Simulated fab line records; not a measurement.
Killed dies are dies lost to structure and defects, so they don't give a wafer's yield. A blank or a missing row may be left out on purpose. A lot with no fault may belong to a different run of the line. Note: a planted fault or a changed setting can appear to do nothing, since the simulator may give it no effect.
Which of the tools did it? + flow sky130 + 33 wafers from 11 lots sampled at 3 of the route's 708 steps

== WHAT THE GAUGES READ, wafer by wafer ==
SKY_GATE_OXIDE_THK_MEAS_02.
| lot  | measured     | on            | GATE_OXIDE_OXIDATION_00_THK (nm) |
|------|--------------|---------------|----------------------------------|
| L900 | day 12 14:31 | film-metro-01 | 10.27 10.46 10.42                |
| L902 | day 13 09:12 | film-metro-01 | 10.50 10.42 10.36                |
| L904 | day 14 04:29 | film-metro-02 | 10.11 10.01 9.89                 |
| L905 | day 14 14:20 | film-metro-02 | 10.28 10.47 10.28                |
| L907 | day 15 08:04 | film-metro-03 | 10.28 10.41 10.29                |
| L912 | day 17 02:25 | film-metro-02 | 10.39 10.54 10.53                |
| L915 | day 17 16:55 | film-metro-01 | 10.50 10.39 10.28                |
| L916 | day 18 05:59 | film-metro-01 | 9.25 9.39 9.23 9.22 9.42 9.26    |
| L918 | day 18 23:11 | film-metro-03 | 9.17 9.38 9.11 9.09 9.43 9.13    |
| L920 | day 19 19:10 | film-metro-03 | 10.47 10.59 10.25                |
| L922 | day 20 11:00 | film-metro-02 | 10.17 10.12 10.24                |

== WHAT TOOL EACH LOT RAN ON (gives the tool, then ch and the chambers of the sampled wafers, and finally the start) ==
| lot  | SKY_FIELD_ISO_STRIP_16              | SKY_GATE_OXIDE_OXIDATION_01   |
|------|-------------------------------------|-------------------------------|
| L900 | plasma-asher-02 ch 0,1, day 2 05:10 | furnace-02 ch 0, day 12 13:07 |
| L902 | plasma-asher-02 ch 0,1, day 2 16:10 | furnace-02 ch 0, day 13 07:47 |
| L904 | plasma-asher-01 ch 0, day 3 02:37   | furnace-01 ch 0, day 14 03:04 |
| L905 | plasma-asher-01 ch 0,1, day 3 06:01 | furnace-01 ch 0, day 14 12:56 |
| L907 | plasma-asher-01 ch 0,1, day 3 17:40 | furnace-01 ch 0, day 15 06:39 |
| L912 | plasma-asher-01 ch 0,1, day 4 22:46 | furnace-01 ch 0, day 17 01:00 |
| L915 | plasma-asher-02 ch 0,1, day 5 10:16 | furnace-01 ch 0, day 17 15:30 |
| L916 | plasma-asher-02 ch 0,1, day 5 16:07 | furnace-01 ch 0, day 18 04:34 |
| L918 | plasma-asher-01 ch 0,1, day 6 01:23 | furnace-01 ch 0, day 18 21:47 |
| L920 | plasma-asher-04 ch 0, day 6 14:16   | furnace-02 ch 0, day 19 17:46 |
| L922 | plasma-asher-04 ch 0,1, day 6 22:11 | furnace-02 ch 0, day 20 09:35 |
- SKY_FIELD_ISO_STRIP_16: strips in O2/N2.
- SKY_GATE_OXIDE_OXIDATION_01: stabilise 600 s, purge 300 s, target thk 10.268 nm.

== THE ANSWER, worked out from the rows above alone ==
Rule: the usual values come from the lots themselves. The widest of any qualifying gaps counts: lots, ordered by their means at a reading, are off when they make up no more than a third of the lots, leave a main group of 4 or more, and stand apart from it by 3 or more times the standard deviation of that group's means. The tables above print the reading to a certain number of digits; a main group whose means all agree to those digits is not used. Also off: a lot with no number at a reading for which 4 or more lots have one. Where the step has rows for the other lots, those lots are counted as sound.
Off: L916, L918, at SKY_GATE_OXIDE_THK_MEAS_02 (GATE_OXIDE_OXIDATION_00_THK). For the main group the mean is 10.33 nm and the standard deviation 0.14.
A tool fits if, at a process step before that reading, it ran every lot that is off, and no sound lot after the first of them. The gauges at SKY_GATE_OXIDE_THK_MEAS_02 are tried like those tools. One fits: SKY_GATE_OXIDE_OXIDATION_01 on furnace-01. Its last sound lot is L915 (day 17 15:30), its first lot that is off L916 (day 18 04:34): a fault that began between those two fits.

== WHAT THE SIMULATOR HAD INSERTED ==
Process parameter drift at SKY_GATE_OXIDE_OXIDATION_01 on furnace-01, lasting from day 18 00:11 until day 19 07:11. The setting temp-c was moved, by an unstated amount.
Lots struck among those shown: L916, L918. The rule above reached the same finding.
